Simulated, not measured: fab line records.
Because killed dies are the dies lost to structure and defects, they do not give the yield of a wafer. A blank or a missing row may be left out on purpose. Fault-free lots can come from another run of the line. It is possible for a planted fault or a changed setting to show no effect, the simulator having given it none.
fab line records	flow sky130
record: lots: 6	wafers: 18	lastDay: 50
route steps=708 shown CONTACT@418 METAL1@434 PAD_OPEN@708
lots that met no fault: taken from a fault-free run of the same line
startH: hours from the record's opening day to when the first of the lot's shown wafers began	waitH: hours elapsed since this lot's preceding step	" as in the row above	L1.1+2: a single row standing in for several wafers	- no value, or no start was given	* or withheld: withheld	< > ~ a bound
route shown NAME@n: names a module that has steps shown in the file, with the first one's number in the route	usual: average and standard deviation across the fault-free wafers	same: alike in all rows	chamber/n: place in a boat	sites: per-site readings	_std_site: how widely they spread, as a standard deviation	_edge_site: mean of outer sites minus mean of inner sites	radiusMm: for every site, how far away it sits from the centre of the wafer	mask NAME#n: copy n	behind: the most recent tool/chamber to have shaped the wafer	hold: reason for holding the lot/hours on hold/outcome of the hold	device: the n, p or np transistor that did not switch	end of line: the tests these same wafers got at the end of their route	where a step has no rows: the recipe by itself	killed: count of dies lost to structure and defects at first sort (not the wafer's yield)	map: per-die view of a wafer (x killed, . not killed, _ where there is no die)
set.NAME: the setting as run; set.NAME@STEP: as run at that earlier step	model.NAME: the simulator's own value behind a step, which no gauge read
a table for each step, a row for each wafer; lots at some steps of the route
services: the hour from which a tool's chamber was out of use, counted from the record's first day as startH (under 0 if before that day), plus the number of hours and why
== steps ==
step: SKY_CONTACT_PEB_12
recipe: pebTempC: withheld	pebTimeS: withheld	resist: KrF-thick
step: SKY_CONTACT_DEVELOP_13
recipe: developTimeS: 60	resist: KrF-thick	devTempC: 19.91
step: SKY_CONTACT_CD_MEAS_14
recipe: targetCdNm: 170
usual: cdNm: 170.2/1.8
lot.wafer	tool	chamber	startH	waitH	cdNm
L781.3	cdSem-01	-	719.72	-	165.9
L781.5	"	-	"	"	165.7
L781.6	"	-	"	"	166.7
L784.1	cdSem-01	-	748.63	-	171.5
L784.4	"	-	"	"	173.0
L784.5	"	-	"	"	171.3
L785.1	cdSem-02	-	766.14	-	170.7
L785.2	"	-	"	"	169.4
L785.4	"	-	"	"	169.8
L791.1	cdSem-02	-	819.69	-	172.0
L791.3	"	-	"	"	172.6
L791.4	"	-	"	"	171.8
L801.3	cdSem-01	-	885.47	-	171.3
L801.4	"	-	"	"	171.7
L801.6	"	-	"	"	172.7
L802.1	cdSem-01	-	908.18	-	169.4
L802.4	"	-	"	"	168.4
L802.6	"	-	"	"	169.2
step: SKY_CONTACT_OVL_MEAS_15
usual: CONTACT_OVL: 4/6.1
lot.wafer	tool	chamber	startH	waitH	CONTACT_OVL[nm]
L781.3	overlay-01	-	719.81	0.1	3
L781.5	"	-	"	"	6
L781.6	"	-	"	"	7
L784.1	overlay-02	-	748.75	0.1	6
L784.4	"	-	"	"	13
L784.5	"	-	"	"	9
L785.1	overlay-01	-	766.26	0.1	3
L785.2	"	-	"	"	5
L785.4	"	-	"	"	3
L791.1	overlay-02	-	819.81	0.1	0
L791.3	"	-	"	"	1
L791.4	"	-	"	"	7
L801.3	overlay-02	-	885.56	0.1	18
L801.4	"	-	"	"	13
L801.6	"	-	"	"	14
L802.1	overlay-02	-	908.30	0.1	1
L802.4	"	-	"	"	6
L802.6	"	-	"	"	4
step: SKY_CONTACT_ETCH_16
recipe: chemistry: N2/H2	target: BARC	ionEnergyEv: 200	sourceW: 500	biasW: 100	pressureMtorr: 30	n2FlowSccm: 100	h2FlowSccm: 200	stopOn: SiO2	timeS: 45.9	targetDepthA: 600
usual: drypumpMotorCurrentA: 6.0/0.44	n2FlowSccm: 100.01/0.27	oesProductAu: 0.854/0.0043	throttleValvePct: 13.224/0.009
lot.wafer	tool	chamber	startH	waitH	drypumpMotorCurrentA	n2FlowSccm	oesProductAu	rfHoursCounterH	throttleValvePct
L781.3	rieDiel-02	2	719.83	0.0	6.0	99.92	0.861	11	13.216
L781.5	"	1	"	"	6.2	99.92	0.856	-	13.221
L781.6	"	0	"	"	6.3	99.93	0.853	-	13.220
L784.1	rieDiel-03	0	748.78	0.0	5.1	99.92	0.852	13	13.218
L784.4	"	3	"	"	5.9	100.19	0.850	11	13.221
L784.5	"	2	"	"	5.6	100.29	0.848	-	13.230
L785.1	rieDiel-01	1	766.29	0.0	6.5	100.03	0.849	13	13.227
L785.2	"	3	"	"	6.7	100.11	0.853	5	13.230
L785.4	"	2	"	"	5.8	100.03	0.852	-	13.223
L791.1	rieDiel-03	0	819.84	0.0	5.2	100.09	0.848	15	13.217
L791.3	"	2	"	"	5.6	99.88	0.854	22	13.225
L791.4	"	3	"	"	5.9	100.16	0.845	13	13.222
L801.3	rieDiel-02	3	885.59	0.0	6.3	100.46	0.853	10	13.232
L801.4	"	2	"	"	6.0	99.77	0.858	16	13.217
L801.6	"	1	"	"	6.2	100.03	0.852	-	13.221
L802.1	rieDiel-01	3	908.34	0.0	6.6	100.29	0.849	10	13.236
L802.4	"	2	"	"	5.8	99.92	0.858	18	13.224
L802.6	"	0	"	"	5.5	100.24	0.856	-	13.233
step: SKY_CONTACT_ETCH_17
recipe: target: SiO2	chemistry: C4F8/O2/Ar	stopOn: Si3N4	maskMaterial: KrF-thick	sourceW: 1500	biasW: 1200	pressureMtorr: 40	c4f8FlowSccm: withheld	O2_flow_sccm: 6	Ar_flow_sccm: 300	timeS: withheld	targetDepthA: 3400
usual: oesProductAu: 0.891/0.0047
lot.wafer	tool	chamber	startH	waitH	oesProductAu
L781.3	rieDiel-02	2	719.88	0.0	0.899
L781.5	"	1	"	"	0.889
L781.6	"	0	"	"	0.899
L784.1	rieDiel-03	0	748.83	0.0	0.893
L784.4	"	3	"	"	0.886
L784.5	"	2	"	"	0.895
L785.1	rieDiel-01	1	766.34	0.0	0.890
L785.2	"	3	"	"	0.890
L785.4	"	2	"	"	0.902
L791.1	rieDiel-03	0	819.89	0.0	0.895
L791.3	"	2	"	"	0.901
L791.4	"	3	"	"	0.894
L801.3	rieDiel-02	3	885.63	0.0	0.897
L801.4	"	2	"	"	0.895
L801.6	"	1	"	"	0.887
L802.1	rieDiel-01	3	908.38	0.0	0.896
L802.4	"	2	"	"	0.887
L802.6	"	0	"	"	0.891
step: SKY_CONTACT_ETCH_18
recipe: target: Si3N4	chemistry: CHF3/O2	stopOn: TiN	sourceW: 600	biasW: 200	pressureMtorr: 40	chf3FlowSccm: 50	O2_flow_sccm: 5	timeS: 39	targetDepthA: 750
usual: drypumpMotorCurrentA: 6.0/0.44	oesProductAu: 0.856/0.0076	throttleValvePct: 8.794/0.0086
lot.wafer	tool	chamber	startH	waitH	drypumpMotorCurrentA	oesProductAu	rfHoursCounterH	throttleValvePct
L781.3	rieDiel-02	2	-	-	6.0	0.855	11	8.794
L781.5	"	1	"	"	6.1	0.868	-	8.787
L781.6	"	0	"	"	6.3	0.859	-	8.803
L784.1	rieDiel-03	0	-	-	5.1	0.857	13	8.801
L784.4	"	3	"	"	5.9	0.856	11	8.776
L784.5	"	2	"	"	5.6	0.854	-	8.792
L785.1	rieDiel-01	1	-	-	6.5	0.831	13	8.795
L785.2	"	3	"	"	6.6	0.853	5	8.793
L785.4	"	2	"	"	5.8	0.853	-	8.788
L791.1	rieDiel-03	0	-	-	5.1	0.856	15	8.793
L791.3	"	2	"	"	5.6	0.853	22	8.801
L791.4	"	3	"	"	5.8	0.852	13	8.796
L801.3	rieDiel-02	3	-	-	6.3	0.847	10	8.788
L801.4	"	2	"	"	5.9	0.860	16	8.786
L801.6	"	1	"	"	6.1	0.848	-	8.791
L802.1	rieDiel-01	3	-	-	6.6	0.854	10	8.784
L802.4	"	2	"	"	5.8	0.856	18	8.815
L802.6	"	0	"	"	5.5	0.856	-	8.802
step: SKY_CONTACT_STRIP_19
recipe: chemistry: O2/N2	powerW: 1400	pressureMtorr: 1500	platenTempC: withheld	o2FlowSccm: 3000	n2FlowSccm: 300	overashFraction: 0.5
usual: drypumpMotorCurrentA: 5.7/0.38	n2FlowSccm: 300.0/0.84	o2FlowSccm: 2999/9.3	oesProductAu: 0.381/0.0051	stripTimeToEndpointS: 3.608/0.03
lot.wafer	tool	chamber	startH	waitH	drypumpMotorCurrentA	n2FlowSccm	o2FlowSccm	oesProductAu	rfHoursCounterH	stripTimeToEndpointS
L781.3	plasmaAsher-04	0	720.00	-	5.9	300.0	3006	0.378	-	3.619
L781.5	"	1	"	"	5.0	300.2	2984	0.380	-	3.613
L781.6	"	0	"	"	6.0	303.0	3003	0.381	-	3.619
L784.1	plasmaAsher-04	1	748.92	-	5.0	302.3	2992	0.383	31	3.629
L784.4	"	0	"	"	5.9	302.0	3008	0.380	-	3.604
L784.5	"	1	"	"	5.0	300.9	3006	0.382	-	3.594
L785.1	plasmaAsher-03	1	766.43	-	5.7	301.0	2996	0.381	2	3.614
L785.2	"	0	"	"	6.2	300.0	2999	0.377	2	3.563
L785.4	"	1	"	"	5.7	301.2	2987	0.380	-	3.584
L791.1	plasmaAsher-03	1	819.98	-	5.7	299.7	3008	0.378	8	3.626
L791.3	"	1	"	"	5.7	299.5	3012	0.391	-	3.624
L791.4	"	0	"	"	6.1	298.6	3008	0.382	-	3.638
L801.3	plasmaAsher-03	1	885.75	-	5.7	300.4	2989	0.372	-	3.612
L801.4	"	0	"	"	6.2	301.4	2992	0.384	-	3.650
L801.6	"	1	"	"	5.7	300.6	3002	0.380	-	3.631
L802.1	plasmaAsher-03	0	908.47	-	6.2	300.9	2985	0.377	16	3.555
L802.4	"	1	"	"	5.7	300.0	3004	0.380	-	3.574
L802.6	"	1	"	"	5.7	300.0	3013	0.383	-	3.628
step: SKY_CONTACT_STRIP_20
recipe: chemistry: postEtchResidueRemover	timeS: 1200	tempC: 72.5
step: SKY_CONTACT_CLEAN_21
recipe: chemistry: IPA	timeS: 180	tempC: 25
step: SKY_CONTACT_CLEAN_22
recipe: chemistry: O3/DIW	dry: n2Spin
step: SKY_CONTACT_SPUTTER_23
recipe: material: TiN	targetThkNm: 20	chamberPressurePa: 5	powerW: 4000	timeS: 80
step: SKY_CONTACT_CVD_24
recipe: material: W	targetThkNm: 340	timeS: 102.12	tempC: 400	pressureTorr: 40
usual: heaterPowerOuterW: 567/67	heaterPowerW: 904/110
lot.wafer	tool	chamber	startH	waitH	heaterPowerOuterW	heaterPowerW	model.W_of_CONTACT_CVD_24.thkNm
L781.3	cvdW-01	0	720.70	0.1	440	768	337.6
L781.5	"	1	"	"	627	1088	340.4
L781.6	"	0	"	"	450	761	338.7
L784.1	cvdW-02	1	749.57	0.0	604	876	343.5
L784.4	"	0	"	"	552	843	340.4
L784.5	"	0	"	"	546	850	337.1
L785.1	cvdW-01	1	767.08	0.0	627	1091	342.4
L785.2	"	0	"	"	450	772	334.3
L785.4	"	1	"	"	634	1093	344.1
L791.1	cvdW-02	1	820.64	0.0	595	913	343.6
L791.3	"	1	"	"	614	917	343.8
L791.4	"	0	"	"	539	856	339.3
L801.3	cvdW-02	1	886.45	0.1	631	926	111.7
L801.4	"	0	"	"	567	865	106.5
L801.6	"	0	"	"	556	844	110.9
L802.1	cvdW-02	1	909.29	0.0	617	902	114.9
L802.4	"	0	"	"	568	818	106.8
L802.6	"	1	"	"	616	912	112
step: SKY_CONTACT_RS_MEAS_25
recipe: thkMeasGauge: four-point-probe	reads: W_of_CONTACT_CVD_24+TiN_of_CONTACT_SPUTTER_23
usual: CONTACT_W_RS: 0.339/0.004
lot.wafer	tool	chamber	startH	waitH	CONTACT_W_RS[ohm/sq]
L781.3	filmMetro-03	-	720.81	0.1	0.341
L781.5	"	-	"	"	0.337
L781.6	"	-	"	"	0.340
L784.1	filmMetro-03	-	749.68	0.1	0.334
L784.4	"	-	"	"	0.338
L784.5	"	-	"	"	0.342
L785.1	filmMetro-03	-	767.19	0.1	0.335
L785.2	"	-	"	"	0.344
L785.4	"	-	"	"	0.334
L791.1	filmMetro-01	-	820.75	0.1	0.335
L791.3	"	-	"	"	0.335
L791.4	"	-	"	"	0.339
L801.3	filmMetro-01	-	886.56	0.1	1.056
L801.4	"	-	"	"	1.109
L801.6	"	-	"	"	1.063
L802.1	filmMetro-03	-	909.40	0.1	1.024
L802.4	"	-	"	"	1.104
L802.6	"	-	"	"	1.052
step: SKY_CONTACT_THK_MEAS_26
recipe: thkMeasGauge: xrf	reads: W_of_CONTACT_CVD_24
usual: CONTACT_W_THK: 347/5.6
lot.wafer	tool	chamber	startH	waitH	CONTACT_W_THK[nm]
L781.3	filmMetro-03	-	720.91	0.1	350
L781.5	"	-	"	"	355
L781.6	"	-	"	"	352
L784.1	filmMetro-03	-	749.80	0.1	356
L784.4	"	-	"	"	354
L784.5	"	-	"	"	351
L785.1	filmMetro-03	-	767.31	0.1	354
L785.2	"	-	"	"	345
L785.4	"	-	"	"	356
L791.1	filmMetro-01	-	820.87	0.1	352
L791.3	"	-	"	"	354
L791.4	"	-	"	"	347
L801.3	filmMetro-01	-	886.66	0.1	112
L801.4	"	-	"	"	107
L801.6	"	-	"	"	111
L802.1	filmMetro-03	-	909.52	0.1	116
L802.4	"	-	"	"	108
L802.6	"	-	"	"	113
step: SKY_CONTACT_CMP_27
recipe: stopOn: SiO2	tOverpolishS: 15	downForcePsi: 3.5	platenRpm: 60	targetThkNm: 0	padVelocityMS: 0.94248
usual: edgeZonePressureFrac: 1.000/0.0046	motorCurrentA: 11.3/1.1	timeToEndpointS: 82/3.1
lot.wafer	tool	chamber	startH	waitH	edgeZonePressureFrac	motorCurrentA	timeToEndpointS
L781.3	cmp-02	2	721.05	0.1	1.000	11.8	78
L781.6	"	0	"	"	1.001	11.9	83
L781.5	"	1	"	"	1.003	9.9	79
L784.4	cmp-02	3	749.96	0.1	1.001	10.2	83
L784.1	"	0	"	"	1.001	12.4	81
L784.5	"	1	"	"	0.997	10.1	80
L785.4	cmp-02	0	767.37	0.0	0.999	11.8	84
L785.1	"	2	"	"	1.004	12.2	83
L785.2	"	3	"	"	1.006	9.8	83
L791.1	cmp-02	0	820.93	0.1	1.004	12.4	82
L791.3	"	2	"	"	0.999	12.4	79
L791.4	"	3	"	"	1.003	9.6	78
L801.3	cmp-01	1	886.75	0.1	1.004	11.9	28
L801.4	"	2	"	"	1.000	12.6	26
L801.6	"	0	"	"	1.010	10.7	28
L802.1	cmp-01	3	909.71	0.2	1.004	11.5	27
L802.4	"	1	"	"	1.001	11.9	25
L802.6	"	3	"	"	1.001	11.3	28
step: SKY_METAL1_SPUTTER_00
recipe: material: Ti	targetThkNm: 15	powerW: 3000	timeS: 10	chamberPressurePa: 0.4
usual: cathodeDcPowerW: 3000.0/0.56	throttleValvePct: 30.0/1
lot.wafer	tool	chamber	startH	waitH	cathodeDcPowerW	throttleValvePct
L781.3	pvdSputter-01	-	721.25	0.1	3001.3	30.8
L781.5	"	-	"	"	3000.7	30.0
L781.6	"	-	"	"	2999.6	31.0
L784.1	pvdSputter-01	-	750.16	0.1	2999.8	30.9
L784.4	"	-	"	"	2999.5	29.5
L784.5	"	-	"	"	2999.5	31.3
L785.1	pvdSputter-02	-	767.67	0.1	2999.8	31.5
L785.2	"	-	"	"	3000.2	29.9
L785.4	"	-	"	"	3000.0	31.3
L791.1	pvdSputter-04	-	821.23	0.2	3000.1	30.2
L791.3	"	-	"	"	3000.2	28.7
L791.4	"	-	"	"	3000.6	31.0
L801.3	pvdSputter-02	-	887.00	0.2	3000.1	31.2
L801.4	"	-	"	"	3000.0	29.8
L801.6	"	-	"	"	3000.7	29.6
L802.1	pvdSputter-04	-	909.96	0.2	2999.2	28.2
L802.4	"	-	"	"	3000.0	31.0
L802.6	"	-	"	"	3000.4	28.9
step: SKY_PAD_OPEN_PROBE_99
usual: killed_at_M0_to_M3: 44/7.6	killed_at_M4_up: 3.2/1.7	killedAtContacts: 24/5.7	killedAtFrontEnd: 16/3.9	killedAtOther: 0.2/0.45	killedDies: 87/9.5	killedOpen: 47/6.9	killedShort: 40/5.8
same: grossDies: 492	killedAtBackSide: 0
lot.wafer	tool	chamber	startH	waitH	killed_at_M0_to_M3	killed_at_M4_up	killedAtContacts	killedAtFrontEnd	killedAtOther	killedDies	killedOpen	killedShort
L781.3	prober-02	-	1061.82	0.2	32	1	30	10	1	74	38	36
L781.5	prober-02	-	1061.92	0.2	29	1	36	13	0	79	36	43
L781.6	prober-02	-	1061.97	0.2	52	1	25	16	0	94	41	53
killed by level:class
L781.3 CONTACT:geometricParticle:open=11 VIA1:geometricParticle:open=9 CONTACT:geometricParticle:short=8 LI_CONTACT:geometricParticle:open=6 VIA2:geometricParticle:short=5 VIA3:geometricParticle:open=5 POLY_GATE:geometricParticle:short=4 LOCAL_INTERCONNECT:geometricParticle:short=4
L781.5 CONTACT:geometricParticle:open=12 CONTACT:geometricParticle:short=10 LOCAL_INTERCONNECT:geometricParticle:short=7 VIA1:geometricParticle:open=6 VIA3:geometricParticle:open=6 LI_CONTACT:geometricParticle:open=5 FIELD_ISO:geometricParticle:short=4 METAL2:geometricParticle:short=4
L781.6 METAL2:geometricParticle:short=11 VIA3:geometricParticle:open=8 LOCAL_INTERCONNECT:geometricParticle:short=7 CONTACT:geometricParticle:short=7 CONTACT:geometricParticle:open=7 VIA1:geometricParticle:open=7 VIA1:geometricParticle:short=7 VIA2:geometricParticle:open=6
== services ==
tool	chamber	startH	hours	kind
cmp-01	-	707.12	8.6	pm
rieDiel-02	2	713.40	3.0	repair
rieDiel-02	3	728.82	6.1	repair
plasmaAsher-03	-	733.75	9.0	pm
rieDiel-01	1	738.36	3.1	repair
rieDiel-01	2	740.48	17.9	repair
cmp-01	-	744.00	4.0	pm
plasmaAsher-04	-	749.54	2.8	pm
cmp-02	-	753.34	0.8	repair
rieDiel-01	0	758.35	34.6	repair
cmp-02	-	768.45	0.9	repair
rieDiel-02	-	772.53	3.1	repair
cvdW-02	1	785.29	1.9	repair
pvdSputter-01	-	785.73	0.7	repair
rieDiel-03	3	790.09	3.4	repair
cvdW-02	0	796.21	1.2	repair
cvdW-01	-	800.73	6.9	pm
cvdW-02	-	821.80	2.8	pm
pvdSputter-02	-	827.26	11.6	repair
rieDiel-01	1	833.97	6.7	repair
cmp-02	-	842.96	2.3	repair
plasmaAsher-03	-	853.48	3.8	repair
rieDiel-03	-	855.88	0.6	repair
cmp-02	-	908.45	4.9	repair
== key ==
firstSign: step: SKY_CONTACT_RS_MEAS_25	reading: CONTACT_W_RS	direction: up	sigmas: 99+	usual: 0.339	struck: 1.068
effect: step: SKY_CONTACT_THK_MEAS_26	reading: CONTACT_W_THK	direction: down	sigmas: 42	usual: 347	struck: 111
effect: step: SKY_CONTACT_CMP_27	reading: timeToEndpointS	direction: down	sigmas: 18	usual: *	struck: *
modelEffect: step: SKY_CONTACT_CVD_24	value: W_of_CONTACT_CVD_24.thkNm	without: 343.7	struck: 110.5
metAt SKY_CONTACT_CVD_24
struckWafers L801.3,L801.4,L801.6,L802.1,L802.4,L802.6
testerLeftOut L801,L802
onsetBetween 820.64 886.45
alsoFits time
fault: kind: processParameterDrift	tool: cvdW-02	chamber: -	onsetH: 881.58	steps: SKY_CONTACT_CVD_24	channel: targetThkNm	offset: -233.21	shape: step	endH: 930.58	actsIn: theseRecipesOnly	stated: 340
testerLeftOut: of these lots the tester's yield and bins aren't shown, on N5 and GAA mostly nor the transistor test; their killed dies are dies lost to structure and defects alone, not to doping, threshold or leakage, so they don't give the yield
